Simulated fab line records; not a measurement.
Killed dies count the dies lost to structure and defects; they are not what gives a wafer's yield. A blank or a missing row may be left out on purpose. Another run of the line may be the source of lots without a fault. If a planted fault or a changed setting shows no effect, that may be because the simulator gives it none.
A struck lot beside a sound one :: flow gf180mcu :: 35 steps out of a route of 602
Sound: these wafers, L168.1, L168.2, L168.4. Struck: wafers L158.1, L158.3 (left out: L158.2, a lot-mate that was not struck); the cause follows at the end.
At each step with rows: each side's tool, then ch and its chambers, then its first start. Under that, the readings that differ: sound wafers :: struck wafers :: difference of the means :: sigmas: that difference in standard deviations of wafers without a fault.
alike: same words and numbers on both sides, and readings whose means sit less than 2 such deviations apart. not compared: any withheld reading, any reading some wafer has no value for, any bound like >300 that may hide the same value, and any number with overlapping values for which the record gives no deviation.
Wherever a step has rows on one side only, a row that says differs or no value, or a row with sigmas, the two part there. Non-overlapping numbers with no deviation appear without sigmas and do not part them. A reading that every wafer of one side lacks parts them only if that side has two wafers or more.

first, 2 steps without rows for these wafers: GF_M1_PEB_12 (peb time 90 s); GF_M1_DEVELOP_13 (develop time 60 s).
GF_M1_CD_MEAS_14: the cd target is 230 nm.
  sound on cd sem-02, day 23 09:36; struck on cd sem-01, day 19 12:49
  alike: cd nm
GF_M1_OVL_MEAS_15:
  sound on overlay-01, day 23 09:43; struck on overlay-01, day 19 12:56
reading: M1_OVL (nm)
sound: 2 11 9
struck: -7 -4
difference: -13
sigmas: -2
GF_M1_METAL_ETCH_16: etches the open film in Cl2/BCl3, stops on SiO2, target depth 750.8 nm, time 125.1 s.
  sound on rie metal-01 ch 0,1, day 23 09:45; struck on rie metal-01 ch 0,1, day 19 12:59
  alike: drypump motor current A, oes product au, throttle valve pct
  not compared: rf hours counter h
then, 4 steps without rows for these wafers: GF_M1_STRIP_17 (strips in O2/N2); GF_M1_STRIP_18 (strips in post etch residue remover, time 1200 s); GF_M1_CLEAN_19 (cleans in DIW); GF_V1_CVD_00 (deposits SiO2, target thk 600 nm, time 100 s).
GF_V1_THK_MEAS_01:
  sound on film metro-01, day 23 10:29; struck on film metro-03, day 19 13:43
  alike: V1_CVD_00_THK
GF_V1_CVD_02: deposits SiO2 from TEOS, target thk 850 nm, time 94.851 s.
  sound on pecvd-02 ch 1,2, day 23 10:33; struck on pecvd-01 ch 1,2, day 19 13:46
  alike: heater power outer w, heater power w
GF_V1_THK_MEAS_03:
  sound on film metro-03, day 23 10:37; struck on film metro-01, day 19 13:50
  alike: V1_CVD_02_THK
GF_V1_CMP_04: polishes SiO2.
  sound on cmp-01 ch 1,2,3, day 23 10:47; struck on cmp-02 ch 0,1, day 19 13:57
reading: time to endpoint s (s)
sound: 75 79 74
struck: 96 100
difference: +22
sigmas: +4

reading: model.SiO2_of_V1_CVD_02.thk nm (nm)
sound: 634.1 633.1 629.8
struck: 572 568.3
difference: -62
sigmas: 
  alike: motor current A
GF_V1_BOW_MEAS_05:
  sound on film metro-03, day 23 11:08; struck on film metro-02, day 19 14:29
reading: V1_BOW (um)
sound: 89 95 80
struck: - -
difference: no value on the struck wafers
sigmas: 
  not compared: hold
then, 7 steps without rows for these wafers: GF_V1_HMDS_07 (prime time 60 s); GF_V1_COAT_08; GF_V1_COAT_09 (resist thk 1000 nm); GF_V1_SOFTBAKE_10 (time 60 s); GF_V1_EXPOSE_11 (exposes mask Via1, target cd 260 nm); GF_V1_PEB_12 (peb time 90 s); GF_V1_DEVELOP_13 (develop time 60 s).
GF_V1_CD_MEAS_14: the cd target is 260 nm.
  sound on cd sem-01, day 24 09:09; struck on cd sem-01, day 20 14:48
  alike: cd nm
GF_V1_OVL_MEAS_15:
  sound on overlay-02, day 24 09:16; struck on overlay-02, day 20 14:55
  alike: V1_OVL
then, 1 step without rows for these wafers: GF_V1_ETCH_16 (etches BARC in N2/H2).
GF_V1_ETCH_17: etches SiO2 in C4F8/O2/Ar, stops on TiN, target depth 630 nm.
  sound on rie diel-03 ch 1,2,3; struck on rie diel-02 ch 0,1
reading: oes product au (a.u.)
sound: 0.857 0.863 0.850
struck: 0.814 0.808
difference: -0.046
sigmas: -10

reading: model.etch.depth nm (nm)
sound: 634.1 633.1 629.8
struck: 572 568.3
difference: -62
sigmas: 

reading: model.V1.feature depth nm (nm)
sound: 634.1 633.1 629.8
struck: 572 568.3
difference: -62
sigmas: 
then, 3 steps without rows for these wafers: GF_V1_STRIP_18 (strips in O2/N2); GF_V1_STRIP_19 (strips in post etch residue remover, time 1200 s); GF_V1_CLEAN_20 (cleans in DIW).
GF_V1_SPUTTER_21: material Ti, target thk 15 nm, time 80.02 s.
  sound on pvd sputter-03, day 24 09:58; struck on pvd sputter-04, day 20 15:38
  alike: throttle valve pct
GF_V1_SPUTTER_22: material TiN, target thk 10 nm, time 40 s.
  sound on pvd sputter-03, day 24 10:02; struck on pvd sputter-04, day 20 15:41
  alike: throttle valve pct
then, 1 step without rows for these wafers: GF_V1_CVD_23 (deposits W, target thk 350 nm, time 105.05 s).
GF_V1_RS_MEAS_24: measures by four-point-probe.
  sound on film metro-03, day 24 10:11; struck on film metro-02, day 20 15:50
  alike: V1_W_RS
GF_V1_THK_MEAS_25: measures by xrf.
  sound on film metro-03, day 24 10:18; struck on film metro-02, day 20 15:58
  alike: V1_W_THK
GF_V1_CMP_26: polishes, stops on SiO2, t overpolish 15 s, target thk 0 nm.
  sound on cmp-02 ch 0,2,3, day 24 10:22; struck on cmp-01 ch 0,2, day 20 16:20
reading: motor current A (A)
sound: 9.6 10.5 10.2
struck: 15.2 13.8
difference: +4.4
sigmas: +2

reading: model.SiO2_of_V1_CVD_02.thk nm (nm)
sound: 630.3 629.3 626
struck: 568.3 564.5
difference: -62.1
sigmas: 
GF_M2_SPUTTER_00: material Ti, target thk 37.5 nm, time 150 s.
  sound on pvd sputter-04, day 24 10:40; struck on pvd sputter-03, day 20 16:38
  alike: throttle valve pct

WHERE THEY PART
At GF_M1_OVL_MEAS_15 first; at GF_V1_CMP_26 last (within this record only). Later steps at which nothing parts them and some readings are alike: GF_M2_SPUTTER_00.

WHY: what the simulator had put in
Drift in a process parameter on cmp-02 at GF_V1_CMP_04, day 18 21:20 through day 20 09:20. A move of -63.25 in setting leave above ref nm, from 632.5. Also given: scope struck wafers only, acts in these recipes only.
